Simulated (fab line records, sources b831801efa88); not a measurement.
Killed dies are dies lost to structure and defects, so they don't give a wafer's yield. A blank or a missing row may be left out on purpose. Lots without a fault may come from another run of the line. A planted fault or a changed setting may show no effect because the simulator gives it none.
Which tool did it? | flow gf180mcu | 13 lots, 39 wafers sampled, at 4 steps of a route of 602

WHAT THE GAUGES READ, wafer by wafer
GF_VT_IMPLANT_OVL_MEAS_40.
lot  | measured     | on         | VT_IMPLANT_03_OVL (nm)
L360 | day 8 05:49  | overlay-02 | -2.3 -4.5 -0.7
L362 | day 8 17:22  | overlay-02 | -0.5 -0.1 -1.0
L361 | day 8 18:52  | overlay-01 | 0.3 -2.1 -0.1
L363 | day 9 00:37  | overlay-01 | -1.5 -4.3 -5.3
L364 | day 9 03:26  | overlay-02 | 1.1 -0.6 -2.7
L365 | day 9 17:25  | overlay-01 | -0.3 -2.3 -3.6
L373 | day 11 16:31 | overlay-02 | - - -
L376 | day 12 10:19 | overlay-02 | -1.2 -1.6 -0.8
L377 | day 12 21:52 | overlay-01 | -1.0 -1.8 -1.2
L379 | day 13 11:13 | overlay-01 | 0.7 -2.8 -2.3
L380 | day 13 19:25 | overlay-02 | -1.4 -0.9 -1.9
L381 | day 14 00:36 | overlay-01 | -1.4 -2.9 -2.1
L382 | day 14 09:58 | overlay-01 | -0.7 -3.0 -0.7

GF_VT_IMPLANT_TW_MEAS_43.
lot  | measured     | on            | VT_IMPLANT_4_TW
L360 | day 8 06:06  | film_metro-04 | 699 696 702
L362 | day 8 17:39  | film_metro-03 | 693 692 685
L361 | day 8 19:08  | film_metro-02 | 683 685 684
L363 | day 9 00:53  | film_metro-02 | 684 689 685
L364 | day 9 03:44  | film_metro-04 | 701 699 700
L365 | day 9 17:41  | film_metro-03 | 686 682 681
L373 | day 11 16:49 | film_metro-03 | 30 30 30
L376 | day 12 10:35 | film_metro-03 | 691 685 689
L377 | day 12 22:09 | film_metro-04 | 700 698 697
L379 | day 13 11:29 | film_metro-02 | 690 694 688
L380 | day 13 19:43 | film_metro-02 | 691 693 689
L381 | day 14 00:53 | film_metro-04 | 694 693 691
L382 | day 14 10:15 | film_metro-02 | 684 685 687

GF_PSD_RS_MEAS_14: measures by four-point-probe.
lot  | measured     | on            | NSD_RS (ohm/sq)
L360 | day 15 05:18 | film_metro-04 | 45.92 46.04 45.95
L362 | day 15 19:58 | film_metro-03 | 46.08 46.02 46.18
L361 | day 15 23:43 | film_metro-04 | 45.99 45.97 46.08
L363 | day 16 05:59 | film_metro-03 | 46.06 46.09 46.16
L364 | day 16 11:25 | film_metro-03 | 46.10 46.08 46.15
L365 | day 17 01:34 | film_metro-03 | 46.22 46.10 46.18
L376 | day 20 12:30 | film_metro-02 | 46.12 46.15 46.18
L377 | day 21 06:22 | film_metro-03 | 46.05 46.14 45.99
L379 | day 21 19:25 | film_metro-03 | 46.29 46.16 46.15
L380 | day 22 07:03 | film_metro-04 | 45.96 46.11 46.17
L381 | day 22 11:32 | film_metro-02 | 45.99 46.07 46.04
L382 | day 22 18:50 | film_metro-02 | 46.17 46.17 46.21

WHICH TOOL RAN EACH LOT (tool, then ch and the chambers of the sampled wafers, then the start)
lot  | GF_VT_IMPLANT_EXPOSE_37
L360 | iline_stepper-02 ch 0, day 7 21:07
L362 | iline_stepper-01 ch 0, day 8 08:50
L361 | iline_stepper-02 ch 0, day 8 10:29
L363 | iline_stepper-02 ch 0, day 8 15:41
L364 | iline_stepper-01 ch 0, day 8 19:26
L365 | iline_stepper-02 ch 0, day 9 08:47
L373 | iline_stepper-02 ch 0, day 11 07:19
L376 | iline_stepper-01 ch 0, day 12 00:26
L377 | iline_stepper-01 ch 0, day 12 12:08
L379 | iline_stepper-01 ch 0, day 13 00:50
L380 | iline_stepper-02 ch 0, day 13 08:34
L381 | iline_stepper-01 ch 0, day 13 14:37
L382 | iline_stepper-01 ch 0, day 13 23:17
- GF_VT_IMPLANT_EXPOSE_37: exposes mask Nwell HV AREA, target cd 860 nm.

WHAT THE TOOLS THEMSELVES READ (means of the sampled wafers that have a number; where no wafer has one, the mark that the record gives instead)
The record holds no such reading with a usual standard deviation.

THE ANSWER, worked out from the rows above alone
Rule: what is usual is taken from the lots themselves. Put in order of their means at a reading, lots are off if they are a third of the lots or fewer, leave a main group of 4 or more, and stand apart from it by a gap of 3 or more times the standard deviation of the main group's means; of several such gaps the widest counts. A main group whose means are all the same, to the digits that the tables above print for the reading, isn't used. A lot without any number at a reading at which 4 lots or more have one is off too. The other lots that the step has rows for count as sound. The gauges are gone through in route order, then the tools' own readings, and for those a lot's mean is taken as printed above. The first step at which some lot is off is used, and at that step the reading that is off furthest; a lot without a number counts as furthest.
Off: L373, at GF_VT_IMPLANT_OVL_MEAS_40 (VT_IMPLANT_03_OVL). Without a number there: L373. The main group: mean -1.6 nm, standard deviation 0.86.
A tool fits if, at a process step before that reading, it ran every lot that is off, and no sound lot after the first of them. The gauges at GF_VT_IMPLANT_OVL_MEAS_40 aren't tried: what is off there is off at GF_VT_IMPLANT_TW_MEAS_43 too, on other tools, and a gauge's error can't cause that. None of those tried fits.

WHAT THE SIMULATOR HAD PUT IN
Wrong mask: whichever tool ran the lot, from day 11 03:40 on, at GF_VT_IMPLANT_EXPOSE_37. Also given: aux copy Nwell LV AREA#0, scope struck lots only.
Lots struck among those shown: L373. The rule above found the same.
